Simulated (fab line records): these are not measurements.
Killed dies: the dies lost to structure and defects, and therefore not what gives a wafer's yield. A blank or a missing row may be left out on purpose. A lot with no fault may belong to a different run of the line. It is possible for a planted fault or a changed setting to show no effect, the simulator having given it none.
Chamber matching | flow sky130 | 4 sister chambers for SKY_CONTACT_CMP_27 on cmp-02
The step polishes, stops on SiO2, t overpolish 15 s, target thk 0 nm. 4 wafers are shown with their chamber, then 12 later ones without.

== EACH WAFER AND ITS CHAMBER ==
wafer  | chamber | motorCurrentA (A)
L087.5 | 0       | 10.8
L088.3 | 1       | 10.5
L088.5 | 3       | 14.1
L088.6 | 2       | 13.0

== WAFERS WHOSE CHAMBER IS MISSING ==
wafer  | motorCurrentA (A)
L091.1 | 10.4
L091.2 | 13.3
L091.5 | 14.3
L094.2 | 10.7
L094.3 | 14.2
L094.4 | 12.8
L096.2 | 13.0
L096.4 | 10.5
L096.6 | 14.1
L097.1 | 10.1
L097.3 | 10.2
L097.6 | 12.4

== EACH ONE'S CHAMBER ==
wafer  | from the rows above     | in truth
L091.1 | can't be placed: 1 or 0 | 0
L091.2 | can't be placed: 2 or 3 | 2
L091.5 | 3                       | 3
L094.2 | can't be placed: 0 or 1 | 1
L094.3 | 3                       | 3
L094.4 | 2                       | 2
L096.2 | 2                       | 2
L096.4 | can't be placed: 1 or 0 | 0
L096.6 | 3                       | 3
L097.1 | can't be placed: 1 or 0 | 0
L097.3 | can't be placed: 1 or 0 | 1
L097.6 | 2                       | 2
Correctly placed: 6 of 12. Unplaceable from these rows: 6, with the true chamber sitting among the candidates in 6. 0 placed wrongly.
How it was worked out, from the rows above alone: a wafer's distance from a chamber is the root of the sum, over the readings, of the square of ((its reading less the chamber's mean) divided by the reading's scatter). If the next closest chamber is less than 2 further off than the closest, the wafer can't be placed; otherwise it belongs to the closest. For every chamber, the mean is computed from those of its wafers that are shown. The scatter: with one shown wafer a chamber, the root of the mean of the squares of how far each hidden wafer lies from its nearest shown one.
